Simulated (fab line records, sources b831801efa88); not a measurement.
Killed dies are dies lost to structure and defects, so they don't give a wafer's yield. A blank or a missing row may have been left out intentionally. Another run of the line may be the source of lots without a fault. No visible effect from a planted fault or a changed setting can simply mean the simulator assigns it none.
Chamber matching :: flow gf180mcu :: GF_PASSIVATION_CVD_02 on pecvd-04: 3 sister chambers
The step deposits Si3N4, target thk 700 nm, time 486.18 s. 3 wafers are shown with their chamber, then 7 later ones without.

WAFERS, EACH WITH ITS CHAMBER
wafer: L896.4
chamber: 2
heater-power-outer-w (W): 488

wafer: L901.2
chamber: 1
heater-power-outer-w (W): 432

wafer: L901.3
chamber: 0
heater-power-outer-w (W): 331

WAFERS WITH NO CHAMBER GIVEN
wafer: L901.6
heater-power-outer-w (W): 471

wafer: L902.3
heater-power-outer-w (W): 362

wafer: L902.4
heater-power-outer-w (W): 374

wafer: L902.6
heater-power-outer-w (W): 420

wafer: L906.2
heater-power-outer-w (W): 464

wafer: L906.4
heater-power-outer-w (W): 410

wafer: L906.6
heater-power-outer-w (W): 473

WHICH CHAMBER EACH ONE RAN IN
wafer: L901.6
from the rows above: can't be placed: 2 or 1
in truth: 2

wafer: L902.3
from the rows above: can't be placed: 0 or 1
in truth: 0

wafer: L902.4
from the rows above: can't be placed: 0 or 1
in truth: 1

wafer: L902.6
from the rows above: 1
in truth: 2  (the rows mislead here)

wafer: L906.2
from the rows above: can't be placed: 2 or 1
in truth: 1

wafer: L906.4
from the rows above: 1
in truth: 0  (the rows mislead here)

wafer: L906.6
from the rows above: can't be placed: 2 or 1
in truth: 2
Correctly placed: 0 of 7. From these rows, 5 cannot be placed; in 5 the true chamber is one of the candidates. Placed wrongly: 2.
How it was worked out, from the rows above alone: a wafer's distance from a chamber is the root of the sum, over the readings, of the square of ((its reading less the chamber's mean) divided by the reading's scatter). The wafer belongs to the nearest chamber; if the next one is less than 2 further off, it can't be placed. The mean given for a chamber averages the wafers shown for that chamber. The scatter: root of mean squared gap, hidden wafer to nearest shown wafer, with one shown wafer a chamber.
